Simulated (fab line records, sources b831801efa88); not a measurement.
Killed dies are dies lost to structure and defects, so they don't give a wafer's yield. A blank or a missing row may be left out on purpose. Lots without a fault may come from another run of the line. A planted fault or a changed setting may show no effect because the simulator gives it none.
One fault seen from 2 desks | flow sky130 | each desk has only its own numbers; what lay behind them comes last

THE TOOL OWNER'S DESK: rie_metal-02
The tool's own readings at SKY_METAL1_ETCH_18 (etches BARC in N2/H2, stops on SiO2, time 45.9 s, target depth 60 nm): means of the sampled wafers that have a number, for each lot that ran on this tool. A lot is out of limits, marked OUT, if its mean lies more than 4 standard deviations from the usual mean; the brackets give that distance.
Columns: A = drypump_motor_current_A at SKY_METAL1_ETCH_18, usual 5.8 A; B = oes_product_au at SKY_METAL1_ETCH_18, usual 0.855 a.u.; C = rf_fwd_power_W at SKY_METAL1_ETCH_18, usual 493.8 W; D = throttle_valve_pct at SKY_METAL1_ETCH_18, usual 13.224 %
lot  | first seen here | A   | B     | C               | D
L519 | day 32 23:21    | 5.8 | 0.858 | 495.4           | 13.219
L522 | day 33 17:57    | 5.8 | 0.857 | 495.4           | 13.221
L526 | day 35 06:49    | 6.7 | 0.859 | 575.1 (+51) OUT | 13.229
L529 | day 36 03:40    | 6.7 | 0.857 | 575.6 (+51) OUT | 13.218
L540 | day 39 06:58    | 6.3 | 0.852 | 493.8           | 13.222
L541 | day 39 14:09    | 6.7 | 0.852 | 494.3           | 13.229
This desk's finding: out of limits on L526, L529; first on L526, day 35 06:49 (rf_fwd_power_W at SKY_METAL1_ETCH_18). In limits: L519, L522, L540, L541.

THE METROLOGY DESK
What the gauges read, lot by lot, whatever tool the lot ran on: means of the sampled wafers that have a number. A lot is out of limits, marked OUT, if its mean lies more than 4 standard deviations from the usual mean; the brackets give that distance.
Columns: A = VIA1_HDPCVD_THK at SKY_VIA1_THK_MEAS_01, usual 1035 nm; B = cd_nm at SKY_VIA1_CD_MEAS_12, usual 149.6 nm
lot  | first seen here | A    | B
L519 | day 33 00:13    | 1040 | 150.2
L521 | day 33 13:35    | 1041 | 148.4
L522 | day 33 18:49    | 1040 | 147.9
L526 | day 35 07:50    | 1036 | 150.1
L529 | day 36 04:41    | 1016 | 148.8
L536 | day 38 10:31    | 1040 | 150.0
L537 | day 38 16:39    | 1044 | 148.4
L538 | day 38 20:20    | 1022 | 149.1
L539 | day 39 06:47    | 1038 | 149.8
L540 | day 39 07:50    | 1034 | 152.1
L541 | day 39 15:04    | 1039 | 150.2
L542 | day 39 17:14    | 1034 | 148.4
This desk's finding: nothing out of limits on any of the 12 lots.

PUT TOGETHER
The tool owner's desk could have raised an alarm at day 35 06:49, on L526, L529.
The metrology desk saw nothing out of limits.
The metrology desk has L526, L529 on record, within its limits.
Of the lots named, all ran SKY_METAL1_ETCH_18 on rie_metal-02.

WHAT THE SIMULATOR HAD PUT IN
Process parameter drift: rie_metal-02, from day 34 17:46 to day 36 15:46, at SKY_METAL1_ETCH_18. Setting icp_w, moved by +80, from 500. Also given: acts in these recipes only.
Lots struck among those shown: L526, L529.
Hours from the fault's start to each desk's first reading out of limits: the tool owner's desk, 13.
